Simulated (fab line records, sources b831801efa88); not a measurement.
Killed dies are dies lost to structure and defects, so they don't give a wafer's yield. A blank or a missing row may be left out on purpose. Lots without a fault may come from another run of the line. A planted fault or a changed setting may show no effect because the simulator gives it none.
Chamber matching | flow gf180mcu | GF_V4_CVD_02 on pecvd-01: 3 sister chambers
The step deposits SiO2 from TEOS, target thk 850 nm, time 94.851 s. 6 wafers are shown with their chamber, then 9 later ones without.

WAFERS WITH THEIR CHAMBER
wafer  | chamber | heater_power_w (W)
L259.3 | 0       | 561
L259.5 | 2       | 560
L262.3 | 2       | 679
L264.1 | 1       | 650
L264.4 | 0       | 626
L264.6 | 1       | 656

WAFERS WITHOUT THEIR CHAMBER
wafer  | heater_power_w (W)
L265.1 | 651
L265.2 | 643
L265.4 | 669
L266.2 | 618
L266.3 | 682
L266.5 | 666
L275.1 | 617
L275.5 | 528
L275.6 | 713

WHICH CHAMBER EACH WENT THROUGH
wafer  | from the rows above          | in truth
L265.1 | can't be placed: 1 or 2 or 0 | 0
L265.2 | can't be placed: 1 or 2 or 0 | 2
L265.4 | can't be placed: 1 or 2 or 0 | 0
L266.2 | can't be placed: 2 or 0 or 1 | 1
L266.3 | can't be placed: 1 or 2 or 0 | 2
L266.5 | can't be placed: 1 or 2 or 0 | 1
L275.1 | can't be placed: 2 or 0 or 1 | 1
L275.5 | can't be placed: 0 or 2 or 1 | 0
L275.6 | can't be placed: 1 or 2 or 0 | 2
Placed correctly: 0 of 9. Can't be placed from these rows: 9 (the true chamber is among the candidates in 9). Placed wrongly: 0.
How it was worked out, from the rows above alone: a wafer's distance from a chamber is the root of the sum, over the readings, of the square of ((its reading less the chamber's mean) divided by the reading's scatter). The wafer belongs to the nearest chamber; if the next one is less than 2 further off, it can't be placed. A chamber's mean is the mean of its shown wafers. The scatter: the root of (the sum of the squares of (reading less its chamber's mean) over the shown wafers, divided by (wafers less chambers)).
